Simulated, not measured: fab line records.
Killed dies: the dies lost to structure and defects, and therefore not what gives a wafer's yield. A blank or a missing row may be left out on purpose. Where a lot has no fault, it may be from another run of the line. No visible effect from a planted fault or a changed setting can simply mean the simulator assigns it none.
Which of the tools did it? / flow gf180mcu / 14 lots, 42 wafers sampled, at 6 steps of a route of 602

== WHAT THE GAUGES READ, wafer by wafer ==
GF_DUAL_GATE_OVL_MEAS_11.
lot=L669; measured=day 8 16:49; on=overlay-02; DUAL_GATE_OVL (nm)=2.1 0.1 0.4
lot=L670; measured=day 8 20:50; on=overlay-01; DUAL_GATE_OVL (nm)=-0.1 -0.1 -1.5
lot=L673; measured=day 9 23:07; on=overlay-01; DUAL_GATE_OVL (nm)=-1.5 -2.3 -2.4
lot=L674; measured=day 10 09:19; on=overlay-01; DUAL_GATE_OVL (nm)=-0.1 1.4 0.5
lot=L677; measured=day 11 01:22; on=overlay-01; DUAL_GATE_OVL (nm)=-0.4 -1.3 -1.6
lot=L680; measured=day 11 22:44; on=overlay-01; DUAL_GATE_OVL (nm)=0.6 0.4 -0.6
lot=L682; measured=day 12 16:16; on=overlay-02; DUAL_GATE_OVL (nm)=0.5 1.9 1.6
lot=L684; measured=day 13 03:01; on=overlay-02; DUAL_GATE_OVL (nm)=1.3 -0.1 0.4
lot=L685; measured=day 13 07:16; on=overlay-02; DUAL_GATE_OVL (nm)=0.3 -0.8 0.1
lot=L686; measured=day 13 15:34; on=overlay-01; DUAL_GATE_OVL (nm)=0.7 2.3 -0.1
lot=L687; measured=day 14 00:13; on=overlay-01; DUAL_GATE_OVL (nm)=1.2 0.9 1.3
lot=L688; measured=day 14 03:26; on=overlay-01; DUAL_GATE_OVL (nm)=-1.8 -1.9 -3.2
lot=L689; measured=day 14 11:05; on=overlay-01; DUAL_GATE_OVL (nm)=-1.6 -0.8 -0.5
lot=L690; measured=day 14 16:08; on=overlay-02; DUAL_GATE_OVL (nm)=-1.5 -2.2 -1.4

GF_HV_LDD_OVL_MEAS_20.
lot=L669; measured=day 11 02:44; on=overlay-02; HV_LDD_01_OVL (nm)=0.6 0.9 -0.2
lot=L670; measured=day 11 07:29; on=overlay-01; HV_LDD_01_OVL (nm)=0.2 0.6 0.6
lot=L673; measured=day 12 14:37; on=overlay-02; HV_LDD_01_OVL (nm)=-0.9 -1.7 -1.8
lot=L674; measured=day 13 00:57; on=overlay-01; HV_LDD_01_OVL (nm)=-0.4 -1.8 -0.5
lot=L677; measured=day 13 16:52; on=overlay-01; HV_LDD_01_OVL (nm)=0.7 1.0 1.7
lot=L680; measured=day 14 16:23; on=overlay-01; HV_LDD_01_OVL (nm)=-3.3 -2.1 -1.8
lot=L682; measured=day 15 11:47; on=overlay-01; HV_LDD_01_OVL (nm)=-1.0 -0.2 -1.3
lot=L684; measured=day 16 01:56; on=overlay-02; HV_LDD_01_OVL (nm)=-1.5 -2.2 0.1
lot=L685; measured=day 16 05:17; on=overlay-02; HV_LDD_01_OVL (nm)=-0.6 0.1 -0.7
lot=L686; measured=day 16 12:56; on=overlay-01; HV_LDD_01_OVL (nm)=-2.8 -3.9 -2.9
lot=L687; measured=day 16 21:16; on=overlay-02; HV_LDD_01_OVL (nm)=-1.5 -0.6 -2.1
lot=L688; measured=day 17 03:23; on=overlay-01; HV_LDD_01_OVL (nm)=-0.3 -0.5 0.5
lot=L689; measured=day 17 10:08; on=overlay-02; HV_LDD_01_OVL (nm)=-1.4 -1.5 -1.7
lot=L690; measured=day 17 15:17; on=overlay-02; HV_LDD_01_OVL (nm)=0.6 0.0 0.1

GF_NSD_CD_MEAS_07: the cd target is 400 nm.
lot=L669; measured=day 13 19:01; on=cd-sem-01; cd-nm (nm)=397.1 394.6 396.3
lot=L670; measured=day 13 23:13; on=cd-sem-01; cd-nm (nm)=396.9 397.8 397.6
lot=L673; measured=day 15 07:55; on=cd-sem-01; cd-nm (nm)=- - -
lot=L674; measured=day 15 19:34; on=cd-sem-01; cd-nm (nm)=- - -
lot=L677; measured=day 16 12:44; on=cd-sem-01; cd-nm (nm)=401.8 401.3 400.1
lot=L680; measured=day 17 14:21; on=cd-sem-01; cd-nm (nm)=404.7 403.1 403.8
lot=L682; measured=day 18 11:20; on=cd-sem-02; cd-nm (nm)=401.7 403.5 400.3
lot=L684; measured=day 19 02:45; on=cd-sem-01; cd-nm (nm)=400.0 402.3 401.6
lot=L685; measured=day 19 08:07; on=cd-sem-02; cd-nm (nm)=402.7 397.5 400.9
lot=L686; measured=day 19 15:34; on=cd-sem-01; cd-nm (nm)=401.2 400.3 401.0
lot=L687; measured=day 20 00:09; on=cd-sem-02; cd-nm (nm)=403.0 402.4 402.6
lot=L688; measured=day 20 06:45; on=cd-sem-02; cd-nm (nm)=399.4 398.9 400.2
lot=L689; measured=day 20 14:43; on=cd-sem-02; cd-nm (nm)=401.3 401.3 399.6
lot=L690; measured=day 20 18:25; on=cd-sem-01; cd-nm (nm)=399.2 397.7 400.4

GF_PSD_TW_MEAS_11.
lot=L669; measured=day 14 15:54; on=film-metro-03; PSD_TW=3178 3197 3167
lot=L670; measured=day 14 20:22; on=film-metro-02; PSD_TW=3158 3164 3151
lot=L673; measured=day 16 06:38; on=film-metro-01; PSD_TW=4279 4249 4254
lot=L674; measured=day 16 18:46; on=film-metro-03; PSD_TW=4254 4263 4257
lot=L677; measured=day 17 11:20; on=film-metro-03; PSD_TW=3150 3156 3157
lot=L680; measured=day 18 14:43; on=film-metro-03; PSD_TW=3164 3155 3172
lot=L682; measured=day 19 12:29; on=film-metro-01; PSD_TW=3177 3172 3187
lot=L684; measured=day 20 03:05; on=film-metro-01; PSD_TW=3177 3180 3181
lot=L685; measured=day 20 09:10; on=film-metro-01; PSD_TW=3171 3182 3177
lot=L686; measured=day 20 16:17; on=film-metro-02; PSD_TW=3158 3160 3166
lot=L687; measured=day 21 01:30; on=film-metro-02; PSD_TW=3183 3180 3185
lot=L688; measured=day 21 07:47; on=film-metro-02; PSD_TW=3198 3193 3189
lot=L689; measured=day 21 16:16; on=film-metro-01; PSD_TW=3190 3201 3187
lot=L690; measured=day 21 19:46; on=film-metro-01; PSD_TW=3176 3183 3188

== TOOL THAT RAN EACH LOT (tool first, then ch and the chambers of the sampled wafers, then the start) ==
lot=L669; GF_HV_LDD_ETCHBACK_58=rie-diel-04 ch 1,2, day 12 23:53; GF_NSD_COAT_02=litho-track-02 ch 0, day 13 09:14
lot=L670; GF_HV_LDD_ETCHBACK_58=rie-diel-03 ch 0,1,3, day 13 03:09; GF_NSD_COAT_02=litho-track-02 ch 0, day 13 12:50
lot=L673; GF_HV_LDD_ETCHBACK_58=rie-diel-02 ch 0,1, day 14 11:10; GF_NSD_COAT_02=litho-track-02, day 14 20:59
lot=L674; GF_HV_LDD_ETCHBACK_58=rie-diel-03 ch 0,2,3, day 14 21:44; GF_NSD_COAT_02=litho-track-01, day 15 08:31
lot=L677; GF_HV_LDD_ETCHBACK_58=rie-diel-02 ch 0,1, day 15 14:45; GF_NSD_COAT_02=litho-track-01 ch 0, day 16 00:54
lot=L680; GF_HV_LDD_ETCHBACK_58=rie-diel-03 ch 2,3, day 16 16:06; GF_NSD_COAT_02=litho-track-02 ch 0, day 17 02:56
lot=L682; GF_HV_LDD_ETCHBACK_58=rie-diel-03 ch 1,2, day 17 11:21; GF_NSD_COAT_02=litho-track-01 ch 0, day 17 23:21
lot=L684; GF_HV_LDD_ETCHBACK_58=rie-diel-04 ch 0,1,3, day 18 03:14; GF_NSD_COAT_02=litho-track-03 ch 0, day 18 14:22
lot=L685; GF_HV_LDD_ETCHBACK_58=rie-diel-03 ch 1,2, day 18 08:05; GF_NSD_COAT_02=litho-track-02 ch 0, day 18 20:00
lot=L686; GF_HV_LDD_ETCHBACK_58=rie-diel-02 ch 0,1,3, day 18 15:32; GF_NSD_COAT_02=litho-track-01 ch 0, day 19 03:39
lot=L687; GF_HV_LDD_ETCHBACK_58=rie-diel-02 ch 0,2, day 19 00:24; GF_NSD_COAT_02=litho-track-02 ch 0, day 19 12:11
lot=L688; GF_HV_LDD_ETCHBACK_58=rie-diel-02 ch 1,2,3, day 19 06:36; GF_NSD_COAT_02=litho-track-03 ch 0, day 19 18:07
lot=L689; GF_HV_LDD_ETCHBACK_58=rie-diel-02 ch 0,1,2, day 19 14:23; GF_NSD_COAT_02=litho-track-01 ch 0, day 20 02:02
lot=L690; GF_HV_LDD_ETCHBACK_58=rie-diel-04 ch 0,3, day 19 18:23; GF_NSD_COAT_02=litho-track-02 ch 0, day 20 06:36
- GF_HV_LDD_ETCHBACK_58: etches Si3N4 in CH3F/O2, stops on SiO2, time 100 s, target depth 90 nm.
- GF_NSD_COAT_02: resist thk 1000 nm.

== WHAT THE TOOLS THEMSELVES READ (means of the sampled wafers that have a number; where no wafer has one, the mark that the record gives instead) ==
GF_HV_LDD_ETCHBACK_58.
lot=L669; tool=rie-diel-04; drypump-motor-current-A (A)=5.0; oes-product-au (a.u.)=0.847; rf-fwd-power-W (W)=396.8; throttle-valve-pct (%)=10.547
lot=L670; tool=rie-diel-03; drypump-motor-current-A (A)=5.6; oes-product-au (a.u.)=0.845; rf-fwd-power-W (W)=397.6; throttle-valve-pct (%)=10.558
lot=L673; tool=rie-diel-02; drypump-motor-current-A (A)=6.3; oes-product-au (a.u.)=0.853; rf-fwd-power-W (W)=398.4; throttle-valve-pct (%)=10.564
lot=L674; tool=rie-diel-03; drypump-motor-current-A (A)=5.7; oes-product-au (a.u.)=0.846; rf-fwd-power-W (W)=397.1; throttle-valve-pct (%)=10.565
lot=L677; tool=rie-diel-02; drypump-motor-current-A (A)=5.9; oes-product-au (a.u.)=0.838; rf-fwd-power-W (W)=396.8; throttle-valve-pct (%)=10.558
lot=L680; tool=rie-diel-03; drypump-motor-current-A (A)=5.4; oes-product-au (a.u.)=0.844; rf-fwd-power-W (W)=396.0; throttle-valve-pct (%)=10.558
lot=L682; tool=rie-diel-03; drypump-motor-current-A (A)=5.6; oes-product-au (a.u.)=0.848; rf-fwd-power-W (W)=398.3; throttle-valve-pct (%)=10.559
lot=L684; tool=rie-diel-04; drypump-motor-current-A (A)=5.4; oes-product-au (a.u.)=0.850; rf-fwd-power-W (W)=395.9; throttle-valve-pct (%)=10.550
lot=L685; tool=rie-diel-03; drypump-motor-current-A (A)=5.5; oes-product-au (a.u.)=0.844; rf-fwd-power-W (W)=397.9; throttle-valve-pct (%)=10.558
lot=L686; tool=rie-diel-02; drypump-motor-current-A (A)=6.0; oes-product-au (a.u.)=0.851; rf-fwd-power-W (W)=397.4; throttle-valve-pct (%)=10.561
lot=L687; tool=rie-diel-02; drypump-motor-current-A (A)=6.1; oes-product-au (a.u.)=0.848; rf-fwd-power-W (W)=398.0; throttle-valve-pct (%)=10.553
lot=L688; tool=rie-diel-02; drypump-motor-current-A (A)=6.3; oes-product-au (a.u.)=0.838; rf-fwd-power-W (W)=397.8; throttle-valve-pct (%)=10.567
lot=L689; tool=rie-diel-02; drypump-motor-current-A (A)=6.2; oes-product-au (a.u.)=0.850; rf-fwd-power-W (W)=397.8; throttle-valve-pct (%)=10.564
lot=L690; tool=rie-diel-04; drypump-motor-current-A (A)=5.8; oes-product-au (a.u.)=0.840; rf-fwd-power-W (W)=396.3; throttle-valve-pct (%)=10.557

GF_NSD_COAT_02.
lot=L669; tool=litho-track-02; chill-plate-temp-C (C)=23.00; dispense-pressure-kPa (kPa)=54.7; spin-speed-rpm (rpm)=3000.2
lot=L670; tool=litho-track-02; chill-plate-temp-C (C)=22.94; dispense-pressure-kPa (kPa)=54.7; spin-speed-rpm (rpm)=2999.2
lot=L673; tool=litho-track-02; chill-plate-temp-C (C)=-; dispense-pressure-kPa (kPa)=-; spin-speed-rpm (rpm)=-
lot=L674; tool=litho-track-01; chill-plate-temp-C (C)=-; dispense-pressure-kPa (kPa)=-; spin-speed-rpm (rpm)=-
lot=L677; tool=litho-track-01; chill-plate-temp-C (C)=23.02; dispense-pressure-kPa (kPa)=48.3; spin-speed-rpm (rpm)=2999.9
lot=L680; tool=litho-track-02; chill-plate-temp-C (C)=23.01; dispense-pressure-kPa (kPa)=54.7; spin-speed-rpm (rpm)=3001.9
lot=L682; tool=litho-track-01; chill-plate-temp-C (C)=23.14; dispense-pressure-kPa (kPa)=48.3; spin-speed-rpm (rpm)=2999.9
lot=L684; tool=litho-track-03; chill-plate-temp-C (C)=23.02; dispense-pressure-kPa (kPa)=51.8; spin-speed-rpm (rpm)=3001.1
lot=L685; tool=litho-track-02; chill-plate-temp-C (C)=22.97; dispense-pressure-kPa (kPa)=54.7; spin-speed-rpm (rpm)=3001.0
lot=L686; tool=litho-track-01; chill-plate-temp-C (C)=23.11; dispense-pressure-kPa (kPa)=48.3; spin-speed-rpm (rpm)=3001.5
lot=L687; tool=litho-track-02; chill-plate-temp-C (C)=22.97; dispense-pressure-kPa (kPa)=54.6; spin-speed-rpm (rpm)=3000.3
lot=L688; tool=litho-track-03; chill-plate-temp-C (C)=23.06; dispense-pressure-kPa (kPa)=51.7; spin-speed-rpm (rpm)=3001.3
lot=L689; tool=litho-track-01; chill-plate-temp-C (C)=22.98; dispense-pressure-kPa (kPa)=48.4; spin-speed-rpm (rpm)=3002.0
lot=L690; tool=litho-track-02; chill-plate-temp-C (C)=23.03; dispense-pressure-kPa (kPa)=54.7; spin-speed-rpm (rpm)=3002.9

== THE ANSWER, worked out from the rows above alone ==
Rule: the lots themselves supply what counts as usual. The widest of any qualifying gaps counts: lots, ordered by their means at a reading, are off when they make up no more than a third of the lots, leave a main group of 4 or more, and stand apart from it by 3 or more times the standard deviation of that group's means. If all means in a main group match to the digits the tables above print for the reading, that group is not used. A lot without any number at a reading at which 4 lots or more have one is off too. Any other lot the step has rows for is counted as sound. Order of review: gauges by route order, followed by the tools' own readings, for which a lot's mean as printed above is used. The first step at which some lot is off is used, and at that step the reading that is off furthest; a lot without a number counts as furthest.
Off, at GF_NSD_CD_MEAS_07 on cd-nm: L673, L674. Without a number there: L673, L674. Mean 400.4 nm and standard deviation 2.1 in the main group.
If a tool, at a process step before that reading, ran all the lots that are off and no sound lot after the first of them, it fits. Not tried: the gauges at GF_NSD_CD_MEAS_07; whatever is off there is also off at GF_PSD_TW_MEAS_11, on other tools, and gauge error can't account for it. Not one of the candidates tried fits.

== WHAT HAD BEEN PUT IN BY THE SIMULATOR ==
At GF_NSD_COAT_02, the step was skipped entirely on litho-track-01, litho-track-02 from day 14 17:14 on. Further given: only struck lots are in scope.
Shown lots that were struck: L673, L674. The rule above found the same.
